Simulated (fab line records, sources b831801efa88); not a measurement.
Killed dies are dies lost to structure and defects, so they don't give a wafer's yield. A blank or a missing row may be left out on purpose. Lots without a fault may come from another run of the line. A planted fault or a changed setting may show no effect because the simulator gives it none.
fab line records | flow sky130
record lots=11 wafers=33 last_day=50
route steps=708 shown FIELD_ISO@15 PWDE@52 NWELL@68
lots that met no fault: from a run of the same line without faults
start_h: hours from the record's first day to the start of the lot's first wafer shown | wait_h: hours since the lot's step before | " the same as in the row above | L1.1+2: a row that stands for several wafers | - no value, or no start given | * or withheld: withheld | < > ~ a bound
route shown NAME@n: a module of which the file shows steps, and the number in the route of the first | usual: mean/standard deviation of fault-free wafers | same: alike in all rows | chamber/n: place in a boat | sites: the reading at each site | _std_site: their standard deviation | _edge_site: outer sites' mean less inner sites' | radius_mm: how far each site lies from the wafer's centre | mask NAME#n: copy n | behind: the tool/chamber that last shaped the wafer | hold: why the lot was held/for how many hours/how that ended | device: the transistor (n, p or np) that didn't switch | end of line: the same wafers' tests at the end of the route | a step without rows: its recipe alone | killed: dies lost to structure and defects at the first sort, not the wafer's yield | map: a wafer's dies, x killed, . not, _ none there
set.NAME: the setting as run; set.NAME@STEP: as run at that earlier step | model.NAME: the simulator's own value behind a step, which no gauge read
steps of the route over a sample of lots; a table a step, a row a wafer
services: from which hour (start_h, from the record's first day; less than 0 if before it) a tool's chamber was out of use, for how many hours, and why
## steps
# step SKY_FIELD_ISO_ETCH_14
# recipe chemistry=N2/H2 target=BARC ion_energy_ev=200 source_w=500 bias_w=100 pressure_mtorr=30 n2_flow_sccm=100 h2_flow_sccm=200 stop_on=SiO2 time_s=45.9 target_depth_a=600
# usual chamber_pressure_mTorr=30.002/0.028 drypump_motor_current_A=5.7/0.41 oes_product_au=0.854/0.0047 throttle_valve_pct=13.225/0.0089
# columns lot.wafer tool chamber start_h wait_h chamber_pressure_mTorr drypump_motor_current_A oes_product_au rf_hours_counter_h throttle_valve_pct
L561.1 rie_diel-02 0 29.31 0.1 30.041 6.3 0.857 151 13.229
L561.2 " 2 " " 29.954 5.9 0.851 31 13.227
L561.3 " 3 " " 29.984 5.3 0.855 93 13.229
L562.1 rie_diel-01 2 33.05 0.1 29.953 5.9 0.868 20 13.231
L562.2 " 0 " " 29.955 5.1 0.862 121 13.231
L562.6 " 2 " " 29.963 5.9 0.850 - 13.235
L564.2 rie_diel-02 1 46.70 0.1 30.021 5.3 0.858 102 13.237
L564.3 " 2 " " 30.022 5.9 0.854 31 13.219
L564.4 " 0 " " 29.995 6.3 0.857 151 13.234
L565.1 rie_diel-02 2 50.09 0.1 30.004 6.0 0.853 31 13.203
L565.3 " 0 " " 30.038 6.3 0.856 151 13.226
L565.6 " 1 " " 30.006 5.4 0.853 - 13.225
L567.3 rie_diel-02 3 60.65 0.1 30.022 5.3 0.860 94 13.228
L567.5 " 3 " " 30.004 5.3 0.857 - 13.224
L567.6 " 2 " " 30.024 5.9 0.849 - 13.214
L569.4 rie_diel-02 2 69.66 0.0 29.951 5.9 0.846 31 13.228
L569.5 " 1 " " 30.031 5.3 0.861 - 13.228
L569.6 " 2 " " 30.005 5.9 0.852 - 13.226
L575.1 rie_diel-04 3 100.75 0.1 30.023 5.8 0.848 15 13.224
L575.4 " 2 " " 29.945 5.4 0.850 3 13.216
L575.6 " 2 " " 29.989 5.4 0.855 - 13.215
L577.1 rie_diel-04 0 113.61 0.1 30.017 6.0 0.854 116 13.226
L577.2 " 1 " " 29.990 6.3 0.854 105 13.229
L577.5 " 2 " " 30.004 5.4 0.852 - 13.213
L578.3 rie_diel-01 1 119.65 0.1 30.022 5.6 0.857 24 13.232
L578.5 " 2 " " 30.046 5.9 0.851 - 13.223
L578.6 " 1 " " 29.958 5.6 0.851 - 13.227
L581.1 rie_diel-04 3 133.11 0.1 30.005 5.8 0.852 16 13.234
L581.3 " 2 " " 29.982 5.4 0.856 4 13.229
L581.6 " 3 " " 30.028 5.8 0.850 - 13.239
L583.1 rie_diel-04 0 142.01 0.1 29.994 5.9 0.856 116 13.226
L583.4 " 1 " " 29.999 6.3 0.846 106 13.223
L583.6 " 0 " " 30.007 5.9 0.860 - 13.229
# step SKY_FIELD_ISO_ETCH_15
# recipe chemistry=CHF3/O2 target_depth_nm=180 stop_on=Si source_w=600 bias_w=200 pressure_mtorr=40 chf3_flow_sccm=50 O2_flow_sccm=5 time_s=72
# usual chamber_pressure_mTorr=40.00/0.036 drypump_motor_current_A=5.7/0.41 oes_product_au=0.949/0.0073 throttle_valve_pct=8.845/0.01
# columns lot.wafer tool chamber start_h wait_h chamber_pressure_mTorr drypump_motor_current_A oes_product_au rf_hours_counter_h throttle_valve_pct
L561.1 rie_diel-02 0 29.35 0.0 40.00 6.3 0.948 151 8.846
L561.2 " 2 " " 40.00 5.9 0.959 31 8.866
L561.3 " 3 " " 40.03 5.3 0.952 93 8.853
L562.1 rie_diel-01 2 33.09 0.0 40.01 5.9 0.945 20 8.844
L562.2 " 0 " " 39.93 5.1 0.940 121 8.840
L562.6 " 2 " " 39.97 5.9 0.943 - 8.846
L564.2 rie_diel-02 1 46.74 0.0 39.95 5.3 0.953 102 8.857
L564.3 " 2 " " 39.98 5.9 0.940 31 8.850
L564.4 " 0 " " 39.99 6.3 0.944 151 8.834
L565.1 rie_diel-02 2 50.13 0.0 40.01 5.9 0.947 31 8.834
L565.3 " 0 " " 39.98 6.3 0.948 151 8.838
L565.6 " 1 " " 40.02 5.3 0.956 - 8.869
L567.3 rie_diel-02 3 60.69 0.0 40.02 5.3 0.952 94 8.848
L567.5 " 3 " " 39.98 5.3 0.952 - 8.866
L567.6 " 2 " " 40.00 5.9 0.953 - 8.836
L569.4 rie_diel-02 2 69.70 0.0 39.93 6.0 0.946 32 8.852
L569.5 " 1 " " 40.04 5.3 0.954 - 8.850
L569.6 " 2 " " 39.98 5.9 0.967 - 8.864
L575.1 rie_diel-04 3 100.79 0.0 40.03 5.8 0.945 15 8.835
L575.4 " 2 " " 40.02 5.4 0.942 3 8.845
L575.6 " 2 " " 40.01 5.4 0.951 - 8.839
L577.1 rie_diel-04 0 113.65 0.0 40.04 5.9 0.956 116 8.837
L577.2 " 1 " " 39.98 6.3 0.960 105 8.859
L577.5 " 2 " " 40.00 5.4 0.964 - 8.846
L578.3 rie_diel-01 1 119.69 0.0 40.04 5.5 0.962 24 8.840
L578.5 " 2 " " 40.05 5.9 0.943 - 8.841
L578.6 " 1 " " 40.05 5.6 0.947 - 8.856
L581.1 rie_diel-04 3 133.15 0.0 39.97 5.8 0.960 16 8.848
L581.3 " 2 " " 40.01 5.4 0.950 4 8.851
L581.6 " 3 " " 39.94 5.8 0.949 - 8.850
L583.1 rie_diel-04 0 142.05 0.0 39.97 5.9 0.952 116 8.850
L583.4 " 1 " " 40.03 6.3 0.957 106 8.837
L583.6 " 0 " " 40.03 5.9 0.945 - 8.839
# step SKY_FIELD_ISO_STRIP_16
# recipe chemistry=O2/N2 power_w=1400 pressure_mtorr=1500 platen_temp_c=withheld o2_flow_sccm=3000 n2_flow_sccm=300 overash_fraction=0.5
# usual chamber_pressure_mTorr=1500.0/1.2 drypump_motor_current_A=6.03/0.26 oes_product_au=0.377/0.0052 strip_time_to_endpoint_s=3.54/0.051
# columns lot.wafer tool chamber start_h wait_h chamber_pressure_mTorr drypump_motor_current_A oes_product_au rf_hours_counter_h strip_time_to_endpoint_s
L561.1 plasma_asher-01 0 29.41 0.0 1501.7 6.13 0.378 20 3.54
L561.2 " 1 " " 1501.9 6.24 0.371 20 3.64
L561.3 " 0 " " 1499.8 6.17 0.373 - 3.50
L562.1 plasma_asher-01 0 33.15 0.0 1499.6 6.19 0.385 21 3.60
L562.2 " 1 " " 1499.5 6.20 0.389 21 3.64
L562.6 " 0 " " 1499.8 6.13 0.378 - 3.62
L564.2 plasma_asher-03 0 46.80 0.0 1500.2 6.13 0.378 37 3.47
L564.3 " 0 " " 1500.5 6.14 0.377 - 3.61
L564.4 " 1 " " 1501.0 5.50 0.377 - 3.52
L565.1 plasma_asher-02 0 50.19 0.0 1500.4 6.02 0.382 37 3.61
L565.3 " 1 " " 1500.6 6.27 0.366 - 3.52
L565.6 " 0 " " 1500.6 5.96 0.372 - 3.46
L567.3 plasma_asher-02 1 60.78 0.1 1500.0 6.25 0.371 - 3.51
L567.5 " 0 " " 1499.9 6.02 0.377 - 3.50
L567.6 " 1 " " 1499.1 6.26 0.344 - 2.68
L569.4 plasma_asher-02 0 69.79 0.1 1498.4 5.99 0.385 - 3.66
L569.5 " 0 " " 1498.1 5.95 0.380 - 3.55
L569.6 " 1 " " 1501.6 6.25 0.339 - 2.72
L575.1 plasma_asher-02 0 100.85 0.0 1497.3 5.98 0.383 42 3.55
L575.4 " 0 " " 1501.3 5.97 0.382 - 3.53
L575.6 " 0 " " 1500.2 5.96 0.379 - 3.55
L577.1 plasma_asher-03 1 113.71 0.0 1499.2 5.52 0.382 44 3.51
L577.2 " 0 " " 1503.1 6.15 0.365 44 3.45
L577.5 " 1 " " 1501.2 5.53 0.381 - 3.53
L578.3 plasma_asher-02 1 119.78 0.1 1502.4 6.25 0.378 - 3.52
L578.5 " 1 " " 1499.9 6.23 0.375 - 3.53
L578.6 " 0 " " 1498.9 5.97 0.377 - 3.54
L581.1 plasma_asher-02 0 133.21 0.0 1501.3 5.98 0.382 45 3.55
L581.3 " 0 " " 1500.1 5.97 0.379 - 3.55
L581.6 " 1 " " 1499.4 6.23 0.379 - 3.54
L583.1 plasma_asher-01 1 142.11 0.0 1501.4 6.20 0.372 31 3.51
L583.4 " 1 " " 1498.0 6.25 0.375 - 3.45
L583.6 " 0 " " 1499.0 6.17 0.369 - 3.48
# step SKY_PWDE_OVL_MEAS_07
# usual PWDE_OVL=-0.4/1.6
# columns lot.wafer tool chamber start_h wait_h PWDE_OVL[nm]
L561.1 overlay-01 - 67.89 - 1.2
L561.2 " - " " -1.4
L561.3 " - " " -0.6
L562.1 overlay-01 - 72.64 - 0.7
L562.2 " - " " 0.6
L562.6 " - " " -0.4
L564.2 overlay-02 - 85.47 - 1.6
L564.3 " - " " 2.7
L564.4 " - " " -0.3
L565.1 overlay-02 - 93.34 - -1.4
L565.3 " - " " -2.1
L565.6 " - " " -4.3
L567.3 overlay-01 - 103.47 - 1.0
L567.5 " - " " -0.1
L567.6 " - " " 1.3
L569.4 overlay-02 - 112.86 - -0.9
L569.5 " - " " -3.2
L569.6 " - " " -3.3
L575.1 overlay-02 - 147.07 - 1.3
L575.4 " - " " -0.9
L575.6 " - " " 0.5
L577.1 overlay-01 - 158.02 - -2.7
L577.2 " - " " -1.2
L577.5 " - " " -3.6
L578.3 overlay-01 - 164.98 - 2.9
L578.5 " - " " 0.1
L578.6 " - " " 0.8
L581.1 overlay-02 - 180.96 - -0.4
L581.3 " - " " -1.5
L581.6 " - " " -0.3
L583.1 overlay-02 - 192.02 - -1.2
L583.4 " - " " 0.5
L583.6 " - " " 1.4
# step SKY_NWELL_TW_MEAS_15
# usual NWELL_TW=1814/16
# columns lot.wafer tool chamber start_h wait_h NWELL_TW
L561.1 film_metro-01 - 85.31 0.1 1807
L561.2 " - " " 1808
L561.3 " - " " 1795
L562.1 film_metro-02 - 90.31 0.1 1799
L562.2 " - " " 1793
L562.6 " - " " 1798
L564.2 film_metro-01 - 102.82 0.1 1809
L564.3 " - " " 1794
L564.4 " - " " 1800
L565.1 film_metro-04 - 111.01 0.1 1837
L565.3 " - " " 1829
L565.6 " - " " 1822
L567.3 film_metro-04 - 121.68 0.1 1831
L567.5 " - " " 1821
L567.6 " - " " 1820
L569.4 film_metro-04 - 132.19 0.1 1838
L569.5 " - " " 1824
L569.6 " - " " 1829
L575.1 film_metro-04 - 167.60 0.1 1824
L575.4 " - " " 1831
L575.6 " - " " 1828
L577.1 film_metro-04 - 179.10 0.1 1830
L577.2 " - " " 1826
L577.5 " - " " 1828
L578.3 film_metro-02 - 186.28 0.1 1790
L578.5 " - " " 1786
L578.6 " - " " 1791
L581.1 film_metro-04 - 202.71 0.1 1825
L581.3 " - " " 1826
L581.6 " - " " 1819
L583.1 film_metro-01 - 214.60 0.1 1790
L583.4 " - " " 1800
L583.6 " - " " 1778
## services
# columns tool chamber start_h hours kind
plasma_asher-01 - 6.01 3.4 repair
rie_diel-04 3 8.79 2.5 repair
rie_diel-04 1 36.09 5.1 repair
rie_diel-04 3 75.01 4.2 repair
rie_diel-02 2 87.35 3.3 repair
rie_diel-01 1 88.64 8.9 repair
plasma_asher-01 - 120.76 2.7 repair
plasma_asher-03 - 141.95 10.9 repair
## key
first_sign step=SKY_FIELD_ISO_STRIP_16 reading=strip_time_to_endpoint_s direction=down sigmas=16 usual=* struck=*
effect step=SKY_FIELD_ISO_STRIP_16 reading=oes_product_au direction=down sigmas=6.9 usual=0.377 struck=0.341
met_at SKY_FIELD_ISO_ETCH_15
struck_lots L567,L569
struck_wafers L567.6,L569.6
tester_left_out L567,L569
not_acting_at SKY_FIELD_ISO_ETCH_14,SKY_PWDE_OVL_MEAS_07,SKY_NWELL_TW_MEAS_15
onset_between 50.13 60.69
fault kind=process_parameter_drift tool=rie_diel-02 chamber=- onset_h=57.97 steps=SKY_FIELD_ISO_ETCH_15 channel=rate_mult offset=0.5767 shape=step end_h=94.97 scope=struck_wafers_only
# tester_left_out: of these lots the tester's yield and bins aren't shown, on N5 and GAA mostly nor the transistor test; their killed dies are dies lost to structure and defects alone, not to doping, threshold or leakage, so they don't give the yield
